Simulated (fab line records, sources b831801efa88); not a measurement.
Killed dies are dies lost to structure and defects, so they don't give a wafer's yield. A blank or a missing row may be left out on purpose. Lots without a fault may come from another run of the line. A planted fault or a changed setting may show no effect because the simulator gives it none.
Which tool did it? | flow gf180mcu | 7 lots, 21 wafers sampled, at 1 step of a route of 602

WHAT THE GAUGES READ, wafer by wafer
GF_V4_BOW_MEAS_05.
lot  | measured     | on            | V4_BOW (um)
L131 | day 23 19:40 | film_metro-02 | 136 127 131
L133 | day 24 15:34 | film_metro-02 | 131 128 123
L136 | day 25 18:26 | film_metro-03 | 137 138 148
L138 | day 26 11:04 | film_metro-04 | 135 145 139
L142 | day 27 17:34 | film_metro-02 | 125 126 123
L144 | day 28 06:28 | film_metro-04 | 133 120 128
L153 | day 30 17:07 | film_metro-03 | 144 151 143

WHICH TOOL RAN EACH LOT (tool, then ch and the chambers of the sampled wafers, then the start)
The record holds no process step before these readings.

THE ANSWER, worked out from the rows above alone
Rule: what is usual is taken from the lots themselves. Put in order of their means at a reading, lots are off if they are a third of the lots or fewer, leave a main group of 4 or more, and stand apart from it by a gap of 3 or more times the standard deviation of the main group's means; of several such gaps the widest counts. A main group whose means are all the same, to the digits that the tables above print for the reading, isn't used. A lot without any number at a reading at which 4 lots or more have one is off too. The other lots that the step has rows for count as sound.
No lot is off at any reading shown: from this, nothing can be told.

WHAT THE SIMULATOR HAD PUT IN
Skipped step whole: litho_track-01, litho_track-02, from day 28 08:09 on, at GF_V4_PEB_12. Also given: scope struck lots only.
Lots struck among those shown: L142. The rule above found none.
